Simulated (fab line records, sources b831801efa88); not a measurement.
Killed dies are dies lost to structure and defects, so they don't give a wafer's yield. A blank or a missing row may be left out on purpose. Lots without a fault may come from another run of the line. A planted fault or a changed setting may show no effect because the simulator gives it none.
fab line records | flow sky130
record lots=5 wafers=15 last_day=50
route steps=708 shown VIA1@461 METAL2@483 PAD_OPEN@708
lots that met no fault: from a run of the same line without faults
start_h: hours from the record's first day to the start of the lot's first wafer shown | wait_h: hours since the lot's step before | " the same as in the row above | L1.1+2: a row that stands for several wafers | - no value, or no start given | * or withheld: withheld | < > ~ a bound
route shown NAME@n: a module of which the file shows steps, and the number in the route of the first | usual: mean/standard deviation of fault-free wafers | same: alike in all rows | chamber/n: place in a boat | sites: the reading at each site | _std_site: their standard deviation | _edge_site: outer sites' mean less inner sites' | radius_mm: how far each site lies from the wafer's centre | mask NAME#n: copy n | behind: the tool/chamber that last shaped the wafer | hold: why the lot was held/for how many hours/how that ended | device: the transistor (n, p or np) that didn't switch | end of line: the same wafers' tests at the end of the route | a step without rows: its recipe alone | killed: dies lost to structure and defects at the first sort, not the wafer's yield | map: a wafer's dies, x killed, . not, _ none there
set.NAME: the setting as run; set.NAME@STEP: as run at that earlier step | model.NAME: the simulator's own value behind a step, which no gauge read
lots at some steps of the route; a table a step, a row a wafer
services: from which hour (start_h, from the record's first day; less than 0 if before it) a tool's chamber was out of use, for how many hours, and why
## steps
# step SKY_VIA1_BOW_MEAS_03
# recipe mode=bow
# usual VIA1_BOW=78/7.1
# columns lot.wafer tool chamber start_h wait_h VIA1_BOW[um]
L811.1 film_metro-04 - 764.84 0.1 77
L811.4 " - " " 76
L811.5 " - " " 91
L815.4 film_metro-02 - 806.21 0.3 76
L815.5 " - " " 75
L815.6 " - " " 76
L821.2 film_metro-03 - 847.61 0.1 72
L821.3 " - " " 63
L821.4 " - " " 71
L824.3 film_metro-04 - 863.98 0.2 76
L824.4 " - " " 79
L824.6 " - " " 82
L832.2 film_metro-04 - 928.76 0.3 75
L832.3 " - " " 85
L832.5 " - " " 75
# step SKY_VIA1_DEHYDRATE_04
# recipe temp_c=200 time_s=60
# step SKY_VIA1_HMDS_05
# recipe prime_time_s=60 prime_temp_c=120
# step SKY_VIA1_COAT_06
# recipe resist=BARC temp_c=withheld time_s=withheld spin_rpm=3000 resist_thk_nm=60
# step SKY_VIA1_COAT_07
# recipe resist=KrF-thick spin_rpm=3000 resist_thk_nm=450
# step SKY_VIA1_SOFTBAKE_08
# recipe temp_c=101 time_s=90 resist=KrF-thick
# step SKY_VIA1_EXPOSE_09
# recipe mask_id=VIM na=0.8 source_shape=annular sigma_inner=0.55 sigma_outer=0.85 target_cd_nm=150 dose_mj=38
# step SKY_VIA1_PEB_10
# recipe peb_temp_c=withheld peb_time_s=withheld resist=KrF-thick
# step SKY_VIA1_DEVELOP_11
# recipe develop_time_s=60 resist=KrF-thick dev_temp_c=21
# step SKY_VIA1_CD_MEAS_12
# recipe target_cd_nm=150
# usual cd_nm=149.7/1.7
# columns lot.wafer tool chamber start_h wait_h cd_nm
L811.1 cd_sem-02 - 791.93 - 148.7
L811.4 " - " " 148.2
L811.5 " - " " 150.1
L815.4 cd_sem-02 - 833.50 - 149.7
L815.5 " - " " 149.6
L815.6 " - " " 149.3
L821.2 cd_sem-02 - 874.10 - 150.3
L821.3 " - " " 147.7
L821.4 " - " " 149.6
L824.3 cd_sem-01 - 889.58 - 151.1
L824.4 " - " " 149.9
L824.6 " - " " 150.2
L832.2 cd_sem-01 - 953.65 - 151.1
L832.3 " - " " 149.0
L832.5 " - " " 149.2
# step SKY_VIA1_OVL_MEAS_13
# usual VIA1_OVL=0/6
# columns lot.wafer tool chamber start_h wait_h VIA1_OVL[nm]
L811.1 overlay-02 - 792.05 0.1 13
L811.4 " - " " 2
L811.5 " - " " 12
L815.4 overlay-02 - 833.58 0.1 -9
L815.5 " - " " 2
L815.6 " - " " -7
L821.2 overlay-01 - 874.21 0.1 -6
L821.3 " - " " -1
L821.4 " - " " -12
L824.3 overlay-02 - 889.67 0.1 -3
L824.4 " - " " 4
L824.6 " - " " -1
L832.2 overlay-01 - 953.76 0.1 -3
L832.3 " - " " 3
L832.5 " - " " 0
# step SKY_VIA1_ETCH_14
# recipe chemistry=N2/H2 target=BARC ion_energy_ev=200 source_w=500 bias_w=100 pressure_mtorr=30 n2_flow_sccm=100 h2_flow_sccm=200 stop_on=SiO2 time_s=45.9 target_depth_a=600
# usual drypump_motor_current_A=5.5/0.42 oes_product_au=0.855/0.005 rf_fwd_power_W=494.9/2.1 throttle_valve_pct=13.224/0.0092
# columns lot.wafer tool chamber start_h wait_h drypump_motor_current_A oes_product_au rf_fwd_power_W rf_hours_counter_h throttle_valve_pct
L811.1 rie_diel-01 0 792.09 0.0 5.7 0.857 491.3 32 13.210
L811.4 " 3 " " 5.2 0.852 492.8 15 13.217
L811.5 " 1 " " 6.2 0.856 498.7 - 13.216
L815.4 rie_diel-03 1 833.59 0.0 5.0 0.848 494.6 9 13.227
L815.5 " 2 " " 6.0 0.857 495.2 - 13.220
L815.6 " 1 " " 5.1 0.850 494.7 - 13.208
L821.2 rie_diel-02 2 874.24 0.0 5.6 0.853 498.3 16 13.233
L821.3 " 1 " " 5.8 0.854 493.5 2 13.224
L821.4 " 1 " " 5.9 0.858 491.7 - 13.233
L824.3 rie_diel-01 2 889.70 0.0 4.9 0.854 495.2 21 13.246
L824.4 " 3 " " 5.2 0.849 492.8 18 13.219
L824.6 " 1 " " 6.2 0.855 498.1 - 13.226
L832.2 rie_diel-02 3 953.79 0.0 5.3 0.857 494.4 15 13.223
L832.3 " 2 " " 5.6 0.853 496.6 18 13.219
L832.5 " 0 " " 5.2 0.856 493.9 - 13.232
# step SKY_VIA1_ETCH_15
# recipe target=SiO2 chemistry=C4F8/O2/Ar target_depth_nm=351 stop_on=TiN mask_material=KrF-thick source_w=1500 bias_w=1200 pressure_mtorr=40 c4f8_flow_sccm=withheld O2_flow_sccm=6 Ar_flow_sccm=300 time_s=54
# usual oes_product_au=0.981/0.0062 rf_fwd_power_W=1485/5.2
# columns lot.wafer tool chamber start_h wait_h oes_product_au rf_fwd_power_W rf_hours_counter_h
L811.1 rie_diel-01 0 792.13 0.0 0.971 1488 32
L811.4 " 3 " " 0.983 1482 15
L811.5 " 1 " " 0.978 1497 -
L815.4 rie_diel-03 1 833.64 0.0 0.968 1483 9
L815.5 " 2 " " 0.988 1485 -
L815.6 " 1 " " 0.987 1487 -
L821.2 rie_diel-02 2 874.28 0.0 0.989 1493 16
L821.3 " 1 " " 0.981 1480 2
L821.4 " 1 " " 0.976 1482 -
L824.3 rie_diel-01 2 889.74 0.0 0.984 1479 21
L824.4 " 3 " " 0.971 1478 18
L824.6 " 1 " " 0.977 1496 -
L832.2 rie_diel-02 3 953.83 0.0 0.985 1487 15
L832.3 " 2 " " 0.983 1492 18
L832.5 " 0 " " 0.981 1482 -
# step SKY_VIA1_STRIP_16
# recipe chemistry=O2/N2 power_w=1400 pressure_mtorr=1500 platen_temp_c=withheld o2_flow_sccm=3000 n2_flow_sccm=300 overash_fraction=0.5
# step SKY_VIA1_STRIP_17
# recipe chemistry=post_etch_residue_remover time_s=1200 temp_c=72.5
# step SKY_VIA1_CLEAN_18
# recipe chemistry=IPA time_s=180 temp_c=25
# step SKY_VIA1_CLEAN_19
# recipe chemistry=O3/DIW dry=n2_spin
# step SKY_VIA1_SPUTTER_20
# recipe material=TiN target_thk_nm=20 chamber_pressure_pa=5 power_w=4000 time_s=80
# step SKY_VIA1_CVD_21
# recipe material=W target_thk_nm=270 time_s=80.902 temp_c=400 pressure_torr=38.32
# step SKY_VIA1_RS_MEAS_22
# recipe thk_meas_gauge=four-point-probe reads=W_of_VIA1_CVD_21+TiN_of_VIA1_SPUTTER_20
# usual VIA1_W_RS=0.439/0.0048
# columns lot.wafer tool chamber start_h wait_h VIA1_W_RS[ohm/sq]
L811.1 film_metro-04 - 792.93 0.1 0.436
L811.4 " - " " 0.431
L811.5 " - " " 0.428
L815.4 film_metro-03 - 834.49 0.1 0.437
L815.5 " - " " 0.442
L815.6 " - " " 0.443
L821.2 film_metro-03 - 875.13 0.1 0.433
L821.3 " - " " 0.438
L821.4 " - " " 0.440
L824.3 film_metro-03 - 890.57 0.1 0.442
L824.4 " - " " 0.436
L824.6 " - " " 0.443
L832.2 film_metro-04 - 954.72 0.1 0.438
L832.3 " - " " 0.441
L832.5 " - " " 0.441
# step SKY_VIA1_THK_MEAS_23
# recipe thk_meas_gauge=xrf reads=W_of_VIA1_CVD_21
# usual VIA1_W_THK=259.7/2.9
# columns lot.wafer tool chamber start_h wait_h VIA1_W_THK[nm]
L811.1 film_metro-04 - 793.05 0.1 259.9
L811.4 " - " " 263.1
L811.5 " - " " 265.2
L815.4 film_metro-03 - 834.58 0.1 260.5
L815.5 " - " " 257.7
L815.6 " - " " 257.0
L821.2 film_metro-03 - 875.24 0.1 264.1
L821.3 " - " " 261.9
L821.4 " - " " 260.0
L824.3 film_metro-03 - 890.67 0.1 258.2
L824.4 " - " " 261.1
L824.6 " - " " 255.9
L832.2 film_metro-04 - 954.83 0.1 261.5
L832.3 " - " " 257.2
L832.5 " - " " 258.1
# step SKY_VIA1_CMP_24
# recipe stop_on=SiO2 t_overpolish_s=15 down_force_psi=3.5 platen_rpm=60 target_thk_nm=0 pad_velocity_m_s=0.94248
# step SKY_METAL2_SPUTTER_00
# recipe material=Ti target_thk_nm=15 power_w=3000 time_s=10 chamber_pressure_pa=0.4
# usual throttle_valve_pct=30.7/1.1
# columns lot.wafer tool chamber start_h wait_h throttle_valve_pct
L811.1 pvd_sputter-03 - 793.41 0.2 30.4
L811.4 " - " " 29.4
L811.5 " - " " 32.7
L815.4 pvd_sputter-03 - 834.91 0.1 32.3
L815.5 " - " " 33.1
L815.6 " - " " 30.1
L821.2 pvd_sputter-04 - 875.59 0.2 31.0
L821.3 " - " " 29.9
L821.4 " - " " 31.4
L824.3 pvd_sputter-01 - 891.01 0.1 31.2
L824.4 " - " " 29.5
L824.6 " - " " 29.9
L832.2 pvd_sputter-01 - 955.18 0.2 29.2
L832.3 " - " " 30.7
L832.5 " - " " 31.5
# step SKY_METAL2_SPUTTER_01
# recipe material=TiN target_thk_nm=20 power_w=6500 time_s=16.7 chamber_pressure_pa=0.4
# usual throttle_valve_pct=30.7/1.1
# columns lot.wafer tool chamber start_h wait_h throttle_valve_pct
L811.1 pvd_sputter-03 - 793.43 0.0 30.5
L811.4 " - " " 29.6
L811.5 " - " " 33.0
L815.4 pvd_sputter-03 - 834.93 0.0 31.9
L815.5 " - " " 32.9
L815.6 " - " " 30.4
L821.2 pvd_sputter-04 - 875.61 0.0 31.4
L821.3 " - " " 29.6
L821.4 " - " " 31.2
L824.3 pvd_sputter-01 - 891.03 0.0 30.8
L824.4 " - " " 29.7
L824.6 " - " " 29.8
L832.2 pvd_sputter-01 - 955.20 0.0 29.5
L832.3 " - " " 30.9
L832.5 " - " " 31.2
# step SKY_METAL2_SPUTTER_02
# recipe material=AlCu target_thk_nm=250 power_w=10600 time_s=13.3 chamber_pressure_pa=0.4
# step SKY_METAL2_SPUTTER_03
# recipe material=Ti target_thk_nm=5 power_w=3000 time_s=3.3 chamber_pressure_pa=0.4
# step SKY_METAL2_SPUTTER_04
# recipe material=TiN target_thk_nm=70 power_w=6500 time_s=58.3 chamber_pressure_pa=0.4
# usual throttle_valve_pct=30.7/1.1
# columns lot.wafer tool chamber start_h wait_h throttle_valve_pct
L811.1 pvd_sputter-03 - 793.50 0.0 30.6
L811.4 " - " " 29.7
L811.5 " - " " 33.4
L815.4 pvd_sputter-03 - 835.00 0.0 31.9
L815.5 " - " " 33.1
L815.6 " - " " 30.6
L821.2 pvd_sputter-04 - 875.68 0.0 31.4
L821.3 " - " " 29.6
L821.4 " - " " 31.1
L824.3 pvd_sputter-01 - 891.10 0.0 30.6
L824.4 " - " " 29.8
L824.6 " - " " 29.5
L832.2 pvd_sputter-01 - 955.27 0.0 29.0
L832.3 " - " " 30.6
L832.5 " - " " 31.3
# step SKY_METAL2_RS_MEAS_05
# recipe thk_meas_gauge=four-point-probe reads=TiN_of_METAL2_SPUTTER_04+Ti_of_METAL2_SPUTTER_03+AlCu_of_METAL2_SPUTTER_02+TiN_of_METAL2_SPUTTER_01+Ti_of_METAL2_SPUTTER_00
# usual METAL2_ALCU_RS=0.1274/0.0019
# columns lot.wafer tool chamber start_h wait_h METAL2_ALCU_RS[ohm/sq]
L811.1 film_metro-01 - 793.55 0.0 0.1294
L811.4 " - " " 0.1275
L811.5 " - " " 0.1309
L815.4 film_metro-04 - 835.11 0.1 0.1292
L815.5 " - " " 0.1322
L815.6 " - " " 0.1307
L821.2 film_metro-01 - 875.75 0.0 0.1243
L821.3 " - " " 0.1283
L821.4 " - " " 0.1276
L824.3 film_metro-04 - 891.19 0.1 0.1255
L824.4 " - " " 0.1241
L824.6 " - " " 0.1251
L832.2 film_metro-03 - 955.34 0.0 0.1300
L832.3 " - " " 0.1273
L832.5 " - " " 0.1263
# step SKY_METAL2_THK_MEAS_06
# recipe thk_meas_gauge=xrf reads=AlCu_of_METAL2_SPUTTER_02
# usual METAL2_ALCU_THK=245/3.7
# columns lot.wafer tool chamber start_h wait_h METAL2_ALCU_THK[nm]
L811.1 film_metro-01 - 793.67 0.1 240
L811.4 " - " " 242
L811.5 " - " " 237
L815.4 film_metro-04 - 835.20 0.1 245
L815.5 " - " " 239
L815.6 " - " " 240
L821.2 film_metro-01 - 875.86 0.1 251
L821.3 " - " " 243
L821.4 " - " " 242
L824.3 film_metro-04 - 891.29 0.1 250
L824.4 " - " " 251
L824.6 " - " " 253
L832.2 film_metro-03 - 955.45 0.1 240
L832.3 " - " " 245
L832.5 " - " " 250
# step SKY_METAL2_DEHYDRATE_07
# recipe temp_c=200 time_s=60
# step SKY_METAL2_HMDS_08
# recipe prime_time_s=60 prime_temp_c=120
# step SKY_METAL2_COAT_09
# recipe resist=BARC temp_c=withheld time_s=withheld spin_rpm=3000 resist_thk_nm=60
# step SKY_METAL2_COAT_10
# recipe resist=KrF-thick spin_rpm=3000 resist_thk_nm=450
# step SKY_METAL2_SOFTBAKE_11
# recipe temp_c=100 time_s=90 resist=KrF-thick
# step SKY_METAL2_EXPOSE_12
# recipe mask_id=MM2 na=0.8 source_shape=annular sigma_inner=0.55 sigma_outer=0.85 target_cd_nm=140 dose_mj=28
# step SKY_METAL2_PEB_13
# recipe peb_temp_c=withheld peb_time_s=withheld resist=KrF-thick
# step SKY_METAL2_DEVELOP_14
# recipe develop_time_s=60 resist=KrF-thick dev_temp_c=21
# step SKY_METAL2_CD_MEAS_15
# recipe target_cd_nm=140
# usual cd_nm=140.0/1.6
# columns lot.wafer tool chamber start_h wait_h cd_nm
L811.1 cd_sem-02 - 820.29 - 137.3
L811.4 " - " " 135.8
L811.5 " - " " 135.4
L815.4 cd_sem-01 - 860.95 - 138.4
L815.5 " - " " 138.6
L815.6 " - " " 138.0
L821.2 cd_sem-02 - 901.01 - 139.5
L821.3 " - " " 141.5
L821.4 " - " " 140.1
L824.3 cd_sem-01 - 916.92 - 138.3
L824.4 " - " " 138.4
L824.6 " - " " 141.0
L832.2 cd_sem-02 - 979.76 - 139.7
L832.3 " - " " 139.6
L832.5 " - " " 138.6
# step SKY_METAL2_OVL_MEAS_16
# usual METAL2_OVL=1/5.7
# columns lot.wafer tool chamber start_h wait_h METAL2_OVL[nm]
L811.1 overlay-02 - 820.41 0.1 6
L811.4 " - " " 1
L811.5 " - " " 3
L815.4 overlay-01 - 861.02 0.1 3
L815.5 " - " " 4
L815.6 " - " " 4
L821.2 overlay-02 - 901.11 0.1 -1
L821.3 " - " " 5
L821.4 " - " " 7
L824.3 overlay-02 - 917.02 0.1 -6
L824.4 " - " " 4
L824.6 " - " " 1
L832.2 overlay-02 - 979.86 0.1 -1
L832.3 " - " " 1
L832.5 " - " " 2
# step SKY_METAL2_DESCUM_17
# recipe chemistry=O2 source_power_w=150 bias_power_w=0 pressure_mtorr=10 temp_c=40 time_s=8
# step SKY_METAL2_ETCH_18
# recipe chemistry=N2/H2 target=BARC ion_energy_ev=200 bias_w=100 pressure_mtorr=30 n2_flow_sccm=100 h2_flow_sccm=200 icp_w=500 stop_on=SiO2 time_s=45.9 target_depth_a=600
# step SKY_METAL2_METAL_ETCH_19
# recipe target_depth_a=3600 stop_on=SiO2 over_etch_frac=0.3 time_s=78 chemistry=Cl2/BCl3 resist_sidewall_deg=88 pressure_mtorr=10 icp_w=900 bias_w=48.5 Cl2_flow_sccm=60 bcl3_flow_sccm=30
# usual bcl3_flow_sccm=30.02/0.079 drypump_motor_current_A=5.6/0.41 he_backside_leak_sccm=3.17/0.11 oes_product_au=0.854/0.0067 rf_fwd_power_W=893.7/2.8 throttle_valve_pct=22.263/0.0093
# columns lot.wafer tool chamber start_h wait_h bcl3_flow_sccm drypump_motor_current_A he_backside_leak_sccm oes_product_au rf_fwd_power_W rf_hours_counter_h throttle_valve_pct
L811.1 rie_metal-04 1 820.54 0.0 29.97 5.5 2.95 0.861 894.1 0 22.254
L811.4 " 0 " " 30.11 5.6 3.21 0.853 893.5 - 22.272
L811.5 " 1 " " 30.01 5.5 3.04 0.850 893.5 - 22.246
L815.4 rie_metal-04 0 861.17 0.1 29.94 5.6 3.14 0.844 892.3 - 22.269
L815.5 " 0 " " 29.91 5.6 3.20 0.867 886.7 - 22.252
L815.6 " 1 " " 30.09 5.5 3.11 0.842 895.2 - 22.268
L821.2 rie_metal-04 0 901.24 0.0 30.02 5.6 3.12 0.858 893.7 7 22.269
L821.3 " 1 " " 29.85 5.5 3.05 0.844 894.8 - 22.263
L821.4 " 0 " " 30.06 5.6 3.22 0.858 891.8 - 22.263
L824.3 rie_metal-02 1 917.16 0.1 29.95 6.3 3.15 0.860 894.0 - 22.270
L824.4 " 0 " " 29.94 6.0 3.33 0.870 892.7 - 22.248
L824.6 " 1 " " 30.14 6.3 3.19 0.862 888.7 - 22.264
L832.2 rie_metal-03 0 979.99 0.0 30.01 5.7 3.14 0.849 896.5 12 22.251
L832.3 " 1 " " 29.91 4.8 3.29 0.859 895.4 - 22.271
L832.5 " 0 " " 29.93 5.7 3.09 0.853 890.3 - 22.265
# step SKY_PAD_OPEN_PROBE_99
# usual defect_limited_yield=82.6/1.9 killed_at_M0_to_M3=42/7 killed_at_M4_up=3.2/1.6 killed_at_contacts=24/5.8 killed_at_front_end=16/4.3 killed_at_other=0.3/0.62 killed_dies=86/9.5 killed_on_rim=17/3.7 killed_open=46/6.4 killed_short=39/6.3 sort_bin_3_pad_short=0.9/0.43 sort_bin_5_function=10.5/1.4 sort_bin_6_memory=6.1/1.2 sort_n_pass=406/9.5 sort_yield_pct=82.6/1.9
# same gross_dies=492 killed_at_back_side=0 sort_bin_4_leakage[%]=0 sort_bin_8_speed[%]=0
# columns lot.wafer tool chamber start_h wait_h defect_limited_yield[%] killed_at_M0_to_M3 killed_at_M4_up killed_at_contacts killed_at_front_end killed_at_other killed_dies killed_on_rim killed_open killed_short sort_bin_3_pad_short[%] sort_bin_5_function[%] sort_bin_6_memory[%] sort_n_pass sort_yield_pct[%] model.etest.tester.sort_n_pass model.etest.tester.sort_yield_pct model.etest.tester.sort_bin_3_pct
L811.1 prober-02 - 1077.51 0.1 82.1 47 3 20 18 0 88 18 46 42 1.6 10.8 5.5 404 82.1 404 82.11 1.626
L811.4 prober-02 - 1077.66 0.2 82.7 40 2 23 20 0 85 18 51 34 1.0 10.6 5.7 407 82.7 407 82.72 1.016
L811.5 prober-02 - 1077.71 0.2 79.1 50 2 29 22 0 103 19 62 41 0.4 14.0 6.5 389 79.1 389 79.06 0.4065
L815.4 prober-02 - 1107.56 0.2 82.5 50 1 15 19 1 86 15 54 31 0.6 11.4 5.5 406 82.5 406 82.52 0.6098
L815.5 prober-02 - 1107.61 0.2 82.9 39 3 25 17 0 84 19 47 36 0.8 7.3 8.9 408 82.9 408 82.93 0.813
L815.6 prober-02 - 1107.66 0.2 83.5 48 4 12 14 3 81 14 44 34 0.6 10.4 5.5 411 83.5 411 83.54 0.6098
L821.2 prober-02 - 1140.21 0.1 84.1 46 5 20 6 1 78 23 36 42 0.8 10.0 5.1 414 84.1 414 84.15 0.813
L821.3 prober-02 - 1140.26 0.2 84.8 39 2 13 20 1 75 17 37 38 0.6 10.0 4.7 417 84.8 417 84.76 0.6098
L821.4 prober-02 - 1140.31 0.2 84.8 34 1 25 15 0 75 21 42 33 1.2 8.9 5.1 417 84.8 417 84.76 1.22
L824.3 prober-01 - 1150.55 0.2 75.0 81 4 22 16 0 123 29 49 47 2.8 13.2 8.9 369 75.0 369 75 2.846
L824.4 prober-01 - 1150.60 0.2 85.8 36 2 20 12 0 70 13 39 31 1.2 8.1 4.9 422 85.8 422 85.77 1.22
L824.6 prober-01 - 1150.70 0.2 86.4 35 1 18 13 0 67 12 38 28 0.8 6.9 5.9 425 86.4 425 86.38 0.813
L832.2 prober-01 - 1194.02 0.1 83.1 33 1 31 18 0 83 14 47 36 1.0 10.8 5.1 409 83.1 409 83.13 1.016
L832.3 prober-01 - 1194.07 0.2 80.1 51 4 18 25 0 98 20 49 49 1.2 12.4 6.3 394 80.1 394 80.08 1.22
L832.5 prober-01 - 1194.17 0.2 80.1 46 2 31 19 0 98 23 50 48 1.0 10.8 8.1 394 80.1 394 80.08 1.016
# killed by level:class
L811.1 VIA1:geometric_particle:open=14 CONTACT:geometric_particle:open=10 METAL2:geometric_particle:short=7 FIELD_ISO:geometric_particle:short=6 CONTACT:geometric_particle:short=6 POLY_GATE:geometric_particle:short=4 VIA2:geometric_particle:open=4 LI_CONTACT:geometric_particle:open=4
L811.4 VIA1:geometric_particle:open=14 LI_CONTACT:geometric_particle:open=9 CONTACT:geometric_particle:open=8 POLY_GATE:geometric_particle:short=6 VIA2:geometric_particle:open=6 FIELD_ISO:geometric_particle:open=4 METAL1:geometric_particle:short=4 METAL2:geometric_particle:short=4
L811.5 CONTACT:geometric_particle:open=11 VIA1:geometric_particle:open=11 POLY_GATE:geometric_particle:open=10 VIA3:geometric_particle:open=10 VIA2:geometric_particle:open=6 POLY_GATE:geometric_particle:short=5 LI_CONTACT:geometric_particle:open=5 LOCAL_INTERCONNECT:geometric_particle:short=5
L815.4 VIA1:geometric_particle:open=11 VIA2:geometric_particle:open=11 CONTACT:geometric_particle:open=7 POLY_GATE:geometric_particle:open=6 FIELD_ISO:geometric_particle:open=5 METAL1:geometric_particle:short=5 VIA1:geometric_particle:short=5 VIA3:geometric_particle:open=5
L815.5 VIA1:geometric_particle:open=16 LOCAL_INTERCONNECT:geometric_particle:short=9 VIA3:geometric_particle:open=8 FIELD_ISO:geometric_particle:short=7 LI_CONTACT:geometric_particle:open=6 CONTACT:geometric_particle:open=5 FIELD_ISO:geometric_particle:open=4 CONTACT:geometric_particle:short=4
L815.6 VIA1:geometric_particle:open=7 VIA3:geometric_particle:open=7 CONTACT:geometric_particle:open=6 VIA2:geometric_particle:open=6 METAL1:geometric_particle:short=4 METAL2:geometric_particle:short=4 METAL2:coat_microbubble_printed=3 FIELD_ISO:geometric_particle:open=3
L821.2 METAL1:geometric_particle:short=11 LOCAL_INTERCONNECT:geometric_particle:short=7 VIA1:geometric_particle:open=7 VIA2:geometric_particle:open=6 METAL3:geometric_particle:short=5 CONTACT:geometric_particle:open=5 METAL2:geometric_particle:short=5 METAL2:geometric_particle:open=4
L821.3 METAL1:geometric_particle:short=8 VIA1:geometric_particle:short=8 FIELD_ISO:geometric_particle:open=7 VIA1:geometric_particle:open=6 VIA2:geometric_particle:open=6 POLY_GATE:geometric_particle:short=4 POLY_GATE:geometric_particle:open=4 LOCAL_INTERCONNECT:geometric_particle:short=4
L821.4 CONTACT:geometric_particle:open=8 VIA1:geometric_particle:open=7 METAL2:geometric_particle:short=6 POLY_GATE:geometric_particle:open=5 LI_CONTACT:geometric_particle:open=5 LOCAL_INTERCONNECT:geometric_particle:short=5 POLY_GATE:geometric_particle:short=4 VIA2:geometric_particle:open=4
L824.3 VIA1:unspecified=26 METAL2:geometric_particle:short=10 CONTACT:geometric_particle:open=10 VIA1:geometric_particle:open=10 VIA3:geometric_particle:open=9 LOCAL_INTERCONNECT:geometric_particle:short=8 VIA1:geometric_particle:short=7 METAL1:geometric_particle:short=5
L824.4 VIA1:geometric_particle:open=10 VIA2:geometric_particle:open=8 LOCAL_INTERCONNECT:geometric_particle:short=6 CONTACT:geometric_particle:open=6 CONTACT:geometric_particle:short=4 METAL2:geometric_particle:short=4 FIELD_ISO:geometric_particle:short=3 FIELD_ISO:geometric_particle:open=3
L824.6 CONTACT:geometric_particle:open=7 VIA3:geometric_particle:open=7 VIA2:geometric_particle:open=6 FIELD_ISO:geometric_particle:open=4 FIELD_ISO:geometric_particle:short=4 LI_CONTACT:geometric_particle:open=4 CONTACT:geometric_particle:short=4 VIA1:geometric_particle:open=4
L832.2 CONTACT:geometric_particle:open=13 LI_CONTACT:geometric_particle:open=7 VIA1:geometric_particle:open=6 VIA2:geometric_particle:open=6 FIELD_ISO:geometric_particle:short=5 POLY_GATE:geometric_particle:short=5 LOCAL_INTERCONNECT:geometric_particle:short=5 CONTACT:geometric_particle:short=5
L832.3 POLY_GATE:geometric_particle:short=10 VIA2:geometric_particle:open=10 VIA3:geometric_particle:open=9 CONTACT:geometric_particle:open=9 METAL1:geometric_particle:short=8 VIA1:geometric_particle:open=7 FIELD_ISO:geometric_particle:open=5 METAL2:geometric_particle:short=5
L832.5 VIA2:geometric_particle:open=10 LOCAL_INTERCONNECT:geometric_particle:short=8 CONTACT:geometric_particle:open=8 LI_CONTACT:geometric_particle:open=7 VIA3:geometric_particle:open=7 CONTACT:geometric_particle:short=6 METAL1:geometric_particle:short=6 METAL2:geometric_particle:short=6
# map L824.3 (x killed, . not)
__________x.x.x...xx_________
________......x....x.x_______
______......x.....xx.x.x_____
_____...........x....x...____
____..xx.x...xx...........___
___xxx.x.....x.......x.....__
__xxxx....xx.x..........xx.._
_xxxxx.............xx..x..xxx
_xxxxxx..x.x........xx.......
_xxxx.x........xxx...x.......
_xxxx..x....x....x.xxx.....x.
_xxx......x..........x.......
_....xx.....x.........x..x...
_..x.....x..............x..x.
_..x......x..............xx..
__....xxx....x......xx....x._
___...x..x..x....x......xx.__
____..x.............x.x...___
_____..x.x........x.....x____
______x.x......x.......x_____
________xx..x..x.x...._______
__________.........._________
# map L811.5 (x killed, . not)
__________....xxx..._________
________x..x..xxx.x.x._______
______xx....xx.....x.x.._____
_____....x.x....x......x.____
____....x......x........x.___
___.....x....x..xx.x....x..__
__...x.......x....x.xx..x.xx_
_.x..xx.......x.x.x....x.....
_.....x...........x....x.x...
_..x.........x.....x...x.....
_.........x..x.....x.........
_...x.......x..x...x.....x...
_.....x..x...x.....xx........
_......x..........xx.x...x.x.
_xx....x..x..........x.....x.
__..x............x.xx....x.._
___.x...x.x.x...xxx...xx...__
____..x.x.....xx..........___
_____.....x...xx...x.....____
______..........x..x...._____
________.............._______
__________..x....x.._________
## services
# columns tool chamber start_h hours kind
pvd_sputter-04 - 772.98 3.3 repair
rie_diel-01 3 802.37 7.9 repair
pvd_sputter-03 - 823.27 1.2 repair
rie_metal-02 - 829.66 0.2 repair
pvd_sputter-03 1 835.05 - consumable_replace:kit
pvd_sputter-03 1 835.05 18.0 scheduled_down
pvd_sputter-03 1 835.05 18.0 vent_cycle
pvd_sputter-01 0 843.00 - consumable_replace:kit
rie_diel-02 3 854.72 22.4 repair
rie_diel-02 1 856.98 4.5 repair
pvd_sputter-01 - 870.85 6.7 repair
rie_metal-04 - 877.92 2.8 pm
pvd_sputter-03 - 896.23 9.7 repair
rie_diel-03 2 905.86 3.7 repair
rie_metal-03 - 906.17 36.4 repair
pvd_sputter-01 - 926.13 2.9 repair
rie_diel-02 - 928.71 2.8 pm
rie_metal-02 - 940.78 0.8 repair
rie_diel-02 0 947.24 4.7 repair
rie_diel-03 1 964.69 8.6 repair
pvd_sputter-03 - 964.83 8.9 repair
rie_metal-02 0 970.84 4.1 repair
pvd_sputter-04 - 973.51 3.5 repair
pvd_sputter-03 - 977.73 3.6 repair
## key
first_sign step=SKY_PAD_OPEN_PROBE_99 reading=killed_at_M0_to_M3 direction=up sigmas=5.5 usual=42 struck=81
effect step=SKY_PAD_OPEN_PROBE_99 reading=sort_bin_3_pad_short direction=up sigmas=4.7 usual=0.9 struck=2.8
model_effect step=SKY_PAD_OPEN_PROBE_99 value=etest.tester.sort_n_pass without=390 struck=369
met_at SKY_VIA1_ETCH_15
struck_wafers L824.3
fault kind=chamber_particle_source tool=rie_diel-01 chamber=2 onset_h=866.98 steps=SKY_VIA1_ETCH_15 rate_per_visit_cm2=1.5772 end_h=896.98
